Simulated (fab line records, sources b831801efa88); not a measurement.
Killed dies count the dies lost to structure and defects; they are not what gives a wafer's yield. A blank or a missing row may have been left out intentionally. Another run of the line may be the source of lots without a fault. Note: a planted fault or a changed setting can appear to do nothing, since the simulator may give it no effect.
Which of the tools did it? / flow sky130 / 36 wafers from 12 lots sampled at 4 of the route's 708 steps

WHAT EACH GAUGE READ, for each wafer
SKY_PAD_OPEN_BOW_MEAS_13. Usual: PAD_OPEN_BOW typically reads 49 um, with standard deviation 8.9.
lot=L190; measured=day 45 16:20; on=film_metro-02; PAD_OPEN_BOW (um)=50 66 52; flag=
lot=L191; measured=day 46 00:10; on=film_metro-04; PAD_OPEN_BOW (um)=57 49 46; flag=
lot=L194; measured=day 46 20:18; on=film_metro-02; PAD_OPEN_BOW (um)=43 54 60; flag=
lot=L198; measured=day 47 20:13; on=film_metro-04; PAD_OPEN_BOW (um)=51 57 57; flag=
lot=L199; measured=day 48 01:42; on=film_metro-01; PAD_OPEN_BOW (um)=50 64 56; flag=
lot=L200; measured=day 48 06:26; on=film_metro-04; PAD_OPEN_BOW (um)=44 33 41; flag=
lot=L203; measured=day 49 07:44; on=film_metro-04; PAD_OPEN_BOW (um)=56 57 53; flag=
lot=L205; measured=day 49 07:46; on=film_metro-02; PAD_OPEN_BOW (um)=40 56 47; flag=
lot=L204; measured=day 49 11:56; on=film_metro-04; PAD_OPEN_BOW (um)=53 46 49; flag=
lot=L207; measured=day 49 20:20; on=film_metro-01; PAD_OPEN_BOW (um)=42 35 55; flag=
lot=L206; measured=day 50 01:35; on=film_metro-04; PAD_OPEN_BOW (um)=52 57 49; flag=
lot=L212; measured=day 50 15:31; on=film_metro-01; PAD_OPEN_BOW (um)=43 37 31; flag=

WHAT TOOL EACH LOT RAN ON (gives the tool, then ch and the chambers of the sampled wafers, and finally the start)
lot=L190; SKY_METAL1_SPUTTER_01=pvd_sputter-02, day 31 09:55; SKY_CAP2M_STRIP_14=plasma_asher-03 ch 0,1, day 40 14:53; SKY_VIA4_ETCH_12=rie_diel-03 ch 0,3, day 42 17:07
lot=L191; SKY_METAL1_SPUTTER_01=pvd_sputter-01, day 31 19:50; SKY_CAP2M_STRIP_14=plasma_asher-04 ch 0,1, day 41 00:02; SKY_VIA4_ETCH_12=rie_diel-01 ch 0,2, day 43 00:58
lot=L194; SKY_METAL1_SPUTTER_01=pvd_sputter-04, day 32 22:46; SKY_CAP2M_STRIP_14=plasma_asher-04 ch 0,1, day 41 22:56; SKY_VIA4_ETCH_12=rie_diel-01 ch 0,3, day 43 23:04
lot=L198; SKY_METAL1_SPUTTER_01=pvd_sputter-02, day 34 05:59; SKY_CAP2M_STRIP_14=plasma_asher-01 ch 0,1, day 43 01:31; SKY_VIA4_ETCH_12=rie_diel-01 ch 0,1, day 45 01:10
lot=L199; SKY_METAL1_SPUTTER_01=pvd_sputter-02, day 34 14:58; SKY_CAP2M_STRIP_14=plasma_asher-04 ch 0,1, day 43 10:11; SKY_VIA4_ETCH_12=rie_diel-01 ch 0,2,3, day 45 08:40
lot=L200; SKY_METAL1_SPUTTER_01=pvd_sputter-01, day 34 22:05; SKY_CAP2M_STRIP_14=plasma_asher-04 ch 0,1, day 43 14:59; SKY_VIA4_ETCH_12=rie_diel-02 ch 1,2, day 45 13:31
lot=L203; SKY_METAL1_SPUTTER_01=pvd_sputter-02, day 36 04:52; SKY_CAP2M_STRIP_14=plasma_asher-03 ch 0,1, day 44 20:55; SKY_VIA4_ETCH_12=rie_diel-03 ch 2,3, day 46 16:58
lot=L205; SKY_METAL1_SPUTTER_01=pvd_sputter-02, day 36 09:13; SKY_CAP2M_STRIP_14=plasma_asher-04 ch 0,1, day 44 23:14; SKY_VIA4_ETCH_12=rie_diel-02 ch 0,1,3, day 46 18:25
lot=L204; SKY_METAL1_SPUTTER_01=pvd_sputter-02, day 36 11:29; SKY_CAP2M_STRIP_14=plasma_asher-04 ch 0,1, day 45 01:55; SKY_VIA4_ETCH_12=rie_diel-02 ch 0,1,2, day 46 21:58
lot=L207; SKY_METAL1_SPUTTER_01=pvd_sputter-02, day 37 05:15; SKY_CAP2M_STRIP_14=plasma_asher-03 ch 0,1, day 45 13:53; SKY_VIA4_ETCH_12=rie_diel-03 ch 0,1,3, day 47 08:49
lot=L206; SKY_METAL1_SPUTTER_01=pvd_sputter-04, day 37 08:55; SKY_CAP2M_STRIP_14=plasma_asher-04 ch 0,1, day 45 18:32; SKY_VIA4_ETCH_12=rie_diel-01 ch 1,2,3, day 47 13:16
lot=L212; SKY_METAL1_SPUTTER_01=pvd_sputter-01, day 38 10:23; SKY_CAP2M_STRIP_14=plasma_asher-03 ch 0,1, day 46 13:53; SKY_VIA4_ETCH_12=rie_diel-02 ch 0,2, day 48 07:10
- SKY_METAL1_SPUTTER_01: material TiN, target thk 20 nm, time 16.7 s.
- SKY_CAP2M_STRIP_14: strips in O2/N2.
- SKY_VIA4_ETCH_12: etches SiO2 in C4F8/O2/Ar, stops on TiN, target depth 580 nm.

WHAT THE TOOLS THEMSELVES READ (means of the sampled wafers that have a number; where no wafer has one, the mark that the record gives instead)
SKY_METAL1_SPUTTER_01. Usual: throttle_valve_pct reads 30.5 % (standard deviation 0.97).
lot=L190; tool=pvd_sputter-02; throttle_valve_pct (%)=31.7; flag=
lot=L191; tool=pvd_sputter-01; throttle_valve_pct (%)=30.7; flag=
lot=L194; tool=pvd_sputter-04; throttle_valve_pct (%)=30.2; flag=
lot=L198; tool=pvd_sputter-02; throttle_valve_pct (%)=30.5; flag=
lot=L199; tool=pvd_sputter-02; throttle_valve_pct (%)=30.8; flag=
lot=L200; tool=pvd_sputter-01; throttle_valve_pct (%)=30.1; flag=
lot=L203; tool=pvd_sputter-02; throttle_valve_pct (%)=29.7; flag=
lot=L205; tool=pvd_sputter-02; throttle_valve_pct (%)=31.1; flag=
lot=L204; tool=pvd_sputter-02; throttle_valve_pct (%)=30.6; flag=
lot=L207; tool=pvd_sputter-02; throttle_valve_pct (%)=30.9; flag=
lot=L206; tool=pvd_sputter-04; throttle_valve_pct (%)=30.2; flag=
lot=L212; tool=pvd_sputter-01; throttle_valve_pct (%)=30.1; flag=

SKY_CAP2M_STRIP_14. Usual: drypump_motor_current_A 6.02 A, standard deviation 0.22; oes_product_au 0.710 a.u., standard deviation 0.0045; strip_time_to_endpoint_s 12.65 s, standard deviation 0.045.
lot=L190; tool=plasma_asher-03; drypump_motor_current_A (A)=6.24; oes_product_au (a.u.)=0.707; strip_time_to_endpoint_s (s)=12.62; flag=
lot=L191; tool=plasma_asher-04; drypump_motor_current_A (A)=5.80; oes_product_au (a.u.)=0.713; strip_time_to_endpoint_s (s)=12.64; flag=
lot=L194; tool=plasma_asher-04; drypump_motor_current_A (A)=5.85; oes_product_au (a.u.)=0.713; strip_time_to_endpoint_s (s)=12.67; flag=
lot=L198; tool=plasma_asher-01; drypump_motor_current_A (A)=6.15; oes_product_au (a.u.)=0.710; strip_time_to_endpoint_s (s)=12.62; flag=
lot=L199; tool=plasma_asher-04; drypump_motor_current_A (A)=5.79; oes_product_au (a.u.)=0.706; strip_time_to_endpoint_s (s)=12.58; flag=
lot=L200; tool=plasma_asher-04; drypump_motor_current_A (A)=5.81; oes_product_au (a.u.)=0.709; strip_time_to_endpoint_s (s)=12.69; flag=
lot=L203; tool=plasma_asher-03; drypump_motor_current_A (A)=6.20; oes_product_au (a.u.)=0.711; strip_time_to_endpoint_s (s)=12.65; flag=
lot=L205; tool=plasma_asher-04; drypump_motor_current_A (A)=5.84; oes_product_au (a.u.)=0.705; strip_time_to_endpoint_s (s)=12.61; flag=
lot=L204; tool=plasma_asher-04; drypump_motor_current_A (A)=5.83; oes_product_au (a.u.)=0.708; strip_time_to_endpoint_s (s)=12.73; flag=
lot=L207; tool=plasma_asher-03; drypump_motor_current_A (A)=6.22; oes_product_au (a.u.)=0.711; strip_time_to_endpoint_s (s)=12.74; flag=
lot=L206; tool=plasma_asher-04; drypump_motor_current_A (A)=5.85; oes_product_au (a.u.)=0.714; strip_time_to_endpoint_s (s)=12.68; flag=
lot=L212; tool=plasma_asher-03; drypump_motor_current_A (A)=6.22; oes_product_au (a.u.)=0.708; strip_time_to_endpoint_s (s)=12.63; flag=

SKY_VIA4_ETCH_12. Usual: oes_product_au reads 0.936 a.u. (standard deviation 0.0051).
lot=L190; tool=rie_diel-03; oes_product_au (a.u.)=0.936; flag=
lot=L191; tool=rie_diel-01; oes_product_au (a.u.)=0.934; flag=
lot=L194; tool=rie_diel-01; oes_product_au (a.u.)=0.937; flag=
lot=L198; tool=rie_diel-01; oes_product_au (a.u.)=0.940; flag=
lot=L199; tool=rie_diel-01; oes_product_au (a.u.)=0.938; flag=
lot=L200; tool=rie_diel-02; oes_product_au (a.u.)=0.936; flag=
lot=L203; tool=rie_diel-03; oes_product_au (a.u.)=0.933; flag=
lot=L205; tool=rie_diel-02; oes_product_au (a.u.)=0.936; flag=
lot=L204; tool=rie_diel-02; oes_product_au (a.u.)=0.938; flag=
lot=L207; tool=rie_diel-03; oes_product_au (a.u.)=0.936; flag=
lot=L206; tool=rie_diel-01; oes_product_au (a.u.)=0.938; flag=
lot=L212; tool=rie_diel-02; oes_product_au (a.u.)=0.934; flag=

THE ANSWER, worked out from the rows above alone
Rule: a lot is off if the mean of its wafers that have a number lies more than 3 standard deviations from the usual mean. Also off: a lot with no number at a reading for which 4 or more lots have one. Any other lot the step has rows for is counted as sound. First the gauges in route order, then the tools' own readings, where a lot's mean is used as printed above. At the first step where some lot is off, the reading lying furthest off is the one used; lots without a number count as furthest.
No lot is off on any of the readings shown, so nothing can be concluded from this.

WHAT WAS PUT IN BY THE SIMULATOR
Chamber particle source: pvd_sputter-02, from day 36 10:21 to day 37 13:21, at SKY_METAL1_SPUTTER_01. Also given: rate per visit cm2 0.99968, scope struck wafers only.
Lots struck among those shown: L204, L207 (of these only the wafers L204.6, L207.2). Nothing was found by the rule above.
